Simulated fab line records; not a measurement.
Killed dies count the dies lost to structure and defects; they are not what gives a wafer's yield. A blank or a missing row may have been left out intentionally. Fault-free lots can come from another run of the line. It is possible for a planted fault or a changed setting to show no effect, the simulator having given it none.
Which tool was responsible? + flow sky130 + Sampling: 14 lots, 42 wafers, 6 of 708 route steps

## WHAT EACH GAUGE READ, for each wafer
SKY_SD_N_CD_MEAS_07: target cd 380 nm. Usual: cd_nm reads 380.4 nm (standard deviation 2.9).
| lot  | measured     | on        | cd_nm (nm)        | flag |
|------|--------------|-----------|-------------------|------|
| L497 | day 28 01:09 | cd_sem-02 | 380.0 380.6 379.9 |      |
| L498 | day 28 13:19 | cd_sem-01 | 381.5 377.1 380.0 |      |
| L499 | day 28 22:20 | cd_sem-02 | 378.4 381.3 381.7 |      |
| L500 | day 29 08:13 | cd_sem-02 | 380.5 379.3 376.2 |      |
| L501 | day 29 23:44 | cd_sem-02 | 378.2 377.0 378.2 |      |
| L502 | day 30 02:12 | cd_sem-01 | 381.4 379.0 381.0 |      |
| L504 | day 30 21:27 | cd_sem-02 | 380.8 380.5 380.4 |      |
| L507 | day 31 21:05 | cd_sem-02 | 387.9 385.8 386.1 |      |
| L511 | day 32 16:07 | cd_sem-01 | 441.7 443.9 443.9 | OFF  |
| L510 | day 32 20:11 | cd_sem-02 | 378.9 382.3 381.4 |      |
| L512 | day 33 07:41 | cd_sem-02 | 436.1 433.3 434.4 | OFF  |
| L515 | day 34 07:09 | cd_sem-01 | 378.9 382.1 380.9 |      |
| L516 | day 34 13:44 | cd_sem-01 | 380.2 380.4 378.8 |      |
| L518 | day 35 05:47 | cd_sem-01 | 376.7 376.3 376.7 |      |

SKY_CONTACT_BOW_MEAS_05. Usual: CONTACT_BOW typically reads 82 um, with standard deviation 6.8.
| lot  | measured     | on            | CONTACT_BOW (um) | flag |
|------|--------------|---------------|------------------|------|
| L497 | day 30 14:28 | film_metro-03 | 85 91 77         |      |
| L498 | day 31 02:14 | film_metro-02 | 87 74 89         |      |
| L499 | day 31 11:00 | film_metro-02 | 82 90 87         |      |
| L500 | day 31 20:42 | film_metro-03 | 81 86 73         |      |
| L501 | day 32 12:10 | film_metro-03 | 82 84 77         |      |
| L502 | day 32 14:20 | film_metro-03 | 82 72 76         |      |
| L504 | day 33 08:29 | film_metro-03 | 84 87 68         |      |
| L507 | day 34 08:13 | film_metro-03 | 84 70 77         |      |
| L511 | day 35 01:52 | film_metro-03 | 82 78 82         |      |
| L510 | day 35 05:08 | film_metro-03 | 78 83 79         |      |
| L512 | day 35 16:47 | film_metro-03 | 77 81 87         |      |
| L515 | day 36 16:43 | film_metro-04 | 70 81 82         |      |
| L516 | day 36 22:45 | film_metro-04 | 87 91 91         |      |
| L518 | day 37 15:11 | film_metro-03 | 92 101 79        |      |

SKY_CONTACT_OVL_MEAS_15. Usual: CONTACT_OVL typically reads -3 nm, with standard deviation 5.3.
| lot  | measured     | on         | CONTACT_OVL (nm) | flag |
|------|--------------|------------|------------------|------|
| L497 | day 31 18:46 | overlay-02 | -6 0 -12         |      |
| L498 | day 32 05:45 | overlay-01 | -6 0 -8          |      |
| L499 | day 32 14:28 | overlay-01 | -11 -11 -15      |      |
| L500 | day 33 00:18 | overlay-01 | -8 3 -5          |      |
| L501 | day 33 15:14 | overlay-02 | 0 -3 1           |      |
| L502 | day 33 17:40 | overlay-01 | -12 -9 -6        |      |
| L504 | day 34 10:38 | overlay-02 | 3 -2 1           |      |
| L507 | day 35 10:52 | overlay-02 | -6 -7 -2         |      |
| L511 | day 36 04:57 | overlay-02 | 3 -6 -4          |      |
| L510 | day 36 06:59 | overlay-02 | 2 -1 6           |      |
| L512 | day 36 18:44 | overlay-01 | -3 -11 -8        |      |
| L515 | day 37 19:05 | overlay-01 | 0 -1 6           |      |
| L516 | day 38 00:52 | overlay-01 | -9 -11 -6        |      |
| L518 | day 38 17:10 | overlay-02 | -2 4 4           |      |

## EACH LOT AND THE TOOL THAT RAN IT (in order: tool; ch and the chambers of the sampled wafers; start)
| lot  | SKY_POLY_CUT_STRIP_12                | SKY_SD_N_COAT_02                  | SKY_SD_N_STRIP_11                    |
|------|--------------------------------------|-----------------------------------|--------------------------------------|
| L497 | plasma_asher-04 ch 0,1, day 24 09:46 | litho_track-01 ch 0, day 27 10:20 | plasma_asher-01 ch 0,1, day 28 01:37 |
| L498 | plasma_asher-04 ch 0,1, day 24 21:47 | litho_track-04 ch 0, day 27 23:16 | plasma_asher-02 ch 1, day 28 13:45   |
| L499 | plasma_asher-04 ch 0,1, day 25 08:13 | litho_track-03 ch 0, day 28 08:05 | plasma_asher-03 ch 0,1, day 28 22:48 |
| L500 | plasma_asher-02 ch 0,1, day 25 17:56 | litho_track-04 ch 0, day 28 17:49 | plasma_asher-01 ch 0,1, day 29 08:39 |
| L501 | plasma_asher-04 ch 0,1, day 26 09:59 | litho_track-04 ch 0, day 29 09:42 | plasma_asher-03 ch 0,1, day 30 00:12 |
| L502 | plasma_asher-04 ch 0,1, day 26 13:22 | litho_track-04 ch 0, day 29 12:24 | plasma_asher-02 ch 0,1, day 30 02:40 |
| L504 | plasma_asher-03 ch 0,1, day 27 08:47 | litho_track-03 ch 0, day 30 07:23 | plasma_asher-02 ch 0,1, day 30 21:55 |
| L507 | plasma_asher-04 ch 0,1, day 28 09:26 | litho_track-01 ch 0, day 31 07:26 | plasma_asher-01 ch 0,1, day 31 21:33 |
| L511 | plasma_asher-04 ch 0,1, day 29 06:34 | litho_track-03 ch 0, day 32 02:58 | plasma_asher-03 ch 0,1, day 32 16:34 |
| L510 | plasma_asher-02 ch 0,1, day 29 09:59 | litho_track-01 ch 0, day 32 06:14 | plasma_asher-01 ch 0,1, day 32 20:39 |
| L512 | plasma_asher-03 ch 0,1, day 29 20:25 | litho_track-03 ch 0, day 32 17:17 | plasma_asher-02 ch 0,1, day 33 08:09 |
| L515 | plasma_asher-03 ch 0,1, day 30 22:43 | litho_track-04 ch 0, day 33 18:12 | plasma_asher-01 ch 0,1, day 34 07:37 |
| L516 | plasma_asher-04 ch 1, day 31 04:38   | litho_track-04 ch 0, day 34 00:18 | plasma_asher-02 ch 0,1, day 34 14:12 |
| L518 | plasma_asher-02 ch 0,1, day 31 21:52 | litho_track-01 ch 0, day 34 16:26 | plasma_asher-02 ch 0,1, day 35 06:15 |
- SKY_POLY_CUT_STRIP_12: strips in O2/N2.
- SKY_SD_N_COAT_02: resist thk 1140 nm.
- SKY_SD_N_STRIP_11: strips in O2/N2.

## AS READ BY THE TOOLS THEMSELVES (means over the sampled wafers that have a number; for cases with no such wafer, the mark the record gives instead)
SKY_POLY_CUT_STRIP_12. Usual: drypump_motor_current_A 5.6 A, standard deviation 0.34; oes_product_au 0.452 a.u., standard deviation 0.0048; strip_time_to_endpoint_s 5.357 s, standard deviation 0.016.
| lot  | tool            | drypump_motor_current_A (A) | oes_product_au (a.u.) | strip_time_to_endpoint_s (s) | flag |
|------|-----------------|-----------------------------|-----------------------|------------------------------|------|
| L497 | plasma_asher-04 | 5.5                         | 0.454                 | 5.344                        |      |
| L498 | plasma_asher-04 | 5.5                         | 0.450                 | 5.339                        |      |
| L499 | plasma_asher-04 | 5.7                         | 0.449                 | 5.362                        |      |
| L500 | plasma_asher-02 | 6.0                         | 0.454                 | 5.345                        |      |
| L501 | plasma_asher-04 | 5.5                         | 0.449                 | 5.343                        |      |
| L502 | plasma_asher-04 | 5.7                         | 0.451                 | 5.374                        |      |
| L504 | plasma_asher-03 | 5.4                         | 0.453                 | 5.370                        |      |
| L507 | plasma_asher-04 | 5.5                         | 0.454                 | 5.342                        |      |
| L511 | plasma_asher-04 | 5.5                         | 0.451                 | 5.376                        |      |
| L510 | plasma_asher-02 | 6.0                         | 0.450                 | 5.358                        |      |
| L512 | plasma_asher-03 | 5.2                         | 0.451                 | 5.349                        |      |
| L515 | plasma_asher-03 | 5.2                         | 0.449                 | 5.346                        |      |
| L516 | plasma_asher-04 | 5.8                         | 0.449                 | 5.362                        |      |
| L518 | plasma_asher-02 | 6.0                         | 0.452                 | 5.345                        |      |

SKY_SD_N_STRIP_11. Usual: drypump_motor_current_A 5.9 A, standard deviation 0.47; oes_product_au 0.528 a.u., standard deviation 0.0044; strip_time_to_endpoint_s 22.55 s, standard deviation 0.039.
| lot  | tool            | drypump_motor_current_A (A) | oes_product_au (a.u.) | strip_time_to_endpoint_s (s) | flag |
|------|-----------------|-----------------------------|-----------------------|------------------------------|------|
| L497 | plasma_asher-01 | 6.4                         | 0.527                 | 22.56                        |      |
| L498 | plasma_asher-02 | 5.8                         | 0.531                 | 22.58                        |      |
| L499 | plasma_asher-03 | 5.5                         | 0.524                 | 22.56                        |      |
| L500 | plasma_asher-01 | 6.4                         | 0.530                 | 22.54                        |      |
| L501 | plasma_asher-03 | 5.5                         | 0.527                 | 22.53                        |      |
| L502 | plasma_asher-02 | 5.9                         | 0.525                 | 22.58                        |      |
| L504 | plasma_asher-02 | 6.0                         | 0.526                 | 22.52                        |      |
| L507 | plasma_asher-01 | 6.3                         | 0.527                 | 22.56                        |      |
| L511 | plasma_asher-03 | 5.5                         | 0.462                 | 16.85                        | OFF  |
| L510 | plasma_asher-01 | 6.3                         | 0.528                 | 22.58                        |      |
| L512 | plasma_asher-02 | 6.0                         | 0.459                 | 16.80                        | OFF  |
| L515 | plasma_asher-01 | 6.4                         | 0.529                 | 22.58                        |      |
| L516 | plasma_asher-02 | 6.0                         | 0.527                 | 22.57                        |      |
| L518 | plasma_asher-02 | 5.9                         | 0.528                 | 22.57                        |      |

## THE ANSWER, worked out from the rows above alone
Rule: lot off if the mean of its wafers having a number is beyond 3 standard deviations from the usual mean. Also off: a lot with no number at a reading for which 4 or more lots have one. Where the step has rows for the other lots, those lots are counted as sound. After the gauges, taken in route order, come the tools' own readings; for these a lot's mean is taken, as printed above. At the first step where some lot is off, the reading lying furthest off is the one used; lots without a number count as furthest.
Off, at SKY_SD_N_CD_MEAS_07 on cd_nm: L511, L512.
If a tool, at a process step before that reading, ran all the lots that are off and no sound lot after the first of them, it fits. The gauges at SKY_SD_N_CD_MEAS_07 aren't tried: what is off there is off at SKY_SD_N_STRIP_11 too, on other tools, and a gauge's error can't cause that. One fits: SKY_SD_N_COAT_02 on litho_track-03. A fault onset in the window from L504 (day 30 07:23, its last sound lot) to L511 (day 32 02:58, its first lot off) fits.

## WHAT THE SIMULATOR HAD PUT IN
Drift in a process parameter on litho_track-03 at SKY_SD_N_COAT_02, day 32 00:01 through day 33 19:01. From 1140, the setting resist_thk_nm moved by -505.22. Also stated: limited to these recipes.
Shown lots that were struck: L511, L512. The rule above found the same.
